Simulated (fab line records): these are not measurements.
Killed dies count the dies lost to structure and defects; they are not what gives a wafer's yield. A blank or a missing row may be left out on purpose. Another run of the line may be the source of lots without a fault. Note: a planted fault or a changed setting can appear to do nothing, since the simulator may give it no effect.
A lot that was struck, set against a sound lot || flow sky130 || 18 out of 708 route steps
Sound: these wafers, L372.1, L372.3, L372.5. The struck wafers were L371.2, L371.5. The cause is named last.
Each step with rows lists, per side, the tool, then ch with its chambers, then its first start. Under that, the readings that differ: sound wafers || struck wafers || difference of the means || sigmas: that difference in standard deviations of wafers without a fault.
alike: readings whose means differ by less than 2 such deviations, and words and numbers that are the same on both sides. not compared: withheld readings, readings that some wafer has no value for, bounds like >300 that may hide the same value, and numbers for which the record gives no deviation and whose values overlap.
The two part at a step that has a row with sigmas, a row that says differs or no value, or rows on one side only. Numbers that have no deviation but don't overlap get no sigmas and don't part them. Lack of a reading on every wafer of one side parts them only where that side has two or more wafers.

first, 3 steps without rows for these wafers: SKY_LI_CONTACT_EXPOSE_09 (exposes mask LICM1, target cd 170 nm); SKY_LI_CONTACT_PEB_10; SKY_LI_CONTACT_DEVELOP_11 (develop time 60 s).
SKY_LI_CONTACT_CD_MEAS_12: target cd 170 nm.
  sound on cd sem-01, day 35 23:27; struck on cd sem-01, day 35 16:54
  alike: cd nm
SKY_LI_CONTACT_OVL_MEAS_13:
  sound on overlay-02, day 35 23:34; struck on overlay-02, day 35 17:01
{"reading": "LI_CONTACT_OVL (nm)", "sound": "15 15 20", "struck": "-4 1", "difference": -18, "sigmas": -3}
SKY_LI_CONTACT_ETCH_14: etches BARC in N2/H2, stops on SiO2, time 45.9 s, target depth 60 nm.
  sound on rie diel-02 ch 0,1,2, day 35 23:36; struck on rie diel-01 ch 0,3, day 35 17:02
  alike: drypump motor current A, oes product au, throttle valve pct
  not compared: rf hours counter h
SKY_LI_CONTACT_ETCH_15: etches PSG in C4F8/O2/Ar, stops on Si, target depth 600 nm.
  sound on rie diel-02 ch 0,1,2, day 35 23:39; struck on rie diel-01 ch 0,3, day 35 17:05
  alike: oes product au
then, 3 steps without rows for these wafers: SKY_LI_CONTACT_STRIP_16 (strips in O2/N2); SKY_LI_CONTACT_CLEAN_17 (cleans in NMP, time 600 s); SKY_LI_CONTACT_PRE_CLEAN_18 (time 5.6 s).
SKY_LI_CONTACT_SPUTTER_19: material Ti, target thk 20 nm, time 106.37 s.
  sound on pvd sputter-01, day 36 00:02; struck on pvd sputter-03, day 35 17:28
  alike: throttle valve pct
SKY_LI_CONTACT_SPUTTER_20: material TiN, target thk 20 nm, time 80 s.
  sound on pvd sputter-01, day 36 00:06; struck on pvd sputter-03, day 35 17:32
  alike: throttle valve pct
SKY_LI_CONTACT_CVD_21: deposits W, target thk 400 nm, time 120.56 s.
  sound on cvd w-01 ch 0,1, day 36 00:10; struck on cvd w-02 ch 0,1, day 35 17:35
{"reading": "model.W_of_LI_CONTACT_CVD_21.thk nm (nm)", "sound": "399.2 399.5 397.8", "struck": "223.3 226.7", "difference": -173.8, "sigmas": ""}
  alike: heater power w
SKY_LI_CONTACT_RS_MEAS_22: a four-point-probe measurement.
  sound on film metro-03, day 36 00:17; struck on film metro-02, day 35 17:44
{"reading": "LI_CONTACT_W_RS (ohm/sq)", "sound": "0.2850 0.2851 0.2862", "struck": "0.5125 0.5052", "difference": "+0.2234", "sigmas": "+93"}
SKY_LI_CONTACT_THK_MEAS_23: measures by xrf.
  sound on film metro-03, day 36 00:25; struck on film metro-02, day 35 17:51
{"reading": "LI_CONTACT_W_THK (nm)", "sound": "381 381 380", "struck": "219 222", "difference": -160, "sigmas": -31}
SKY_LI_CONTACT_CMP_24: polishes, stops on PSG, t overpolish 20 s, target thk 0 nm.
  sound on cmp-01 ch 0,2,3, day 36 00:34; struck on cmp-01 ch 1,2, day 35 17:57
{"reading": "time to endpoint s (s)", "sound": "97 92 94", "struck": "53 53", "difference": -41, "sigmas": -10}
  alike: head pressure psi, motor current A, slurry flow ml min
SKY_LOCAL_INTERCONNECT_SPUTTER_00: material TiN, target thk 100 nm, time 83.3 s.
  sound on pvd sputter-01, day 36 00:46; struck on pvd sputter-01, day 35 18:12
  alike: throttle valve pct
-- a jump in the record: the struck wafers' starts before and after are 15 days apart (it breaks off in module LOCAL_INTERCONNECT and resumes in module PAD_OPEN, where the first step shown is number 708 of the route) --
SKY_PAD_OPEN_PROBE_99:
  the record has rows for the struck wafers here (prober-02, day 50 10:26) and none for the sound ones

== WHERE THEY PART ==
Earliest at SKY_LI_CONTACT_OVL_MEAS_13; latest, in this record, at SKY_PAD_OPEN_PROBE_99.

WHY: whatever the simulator had introduced
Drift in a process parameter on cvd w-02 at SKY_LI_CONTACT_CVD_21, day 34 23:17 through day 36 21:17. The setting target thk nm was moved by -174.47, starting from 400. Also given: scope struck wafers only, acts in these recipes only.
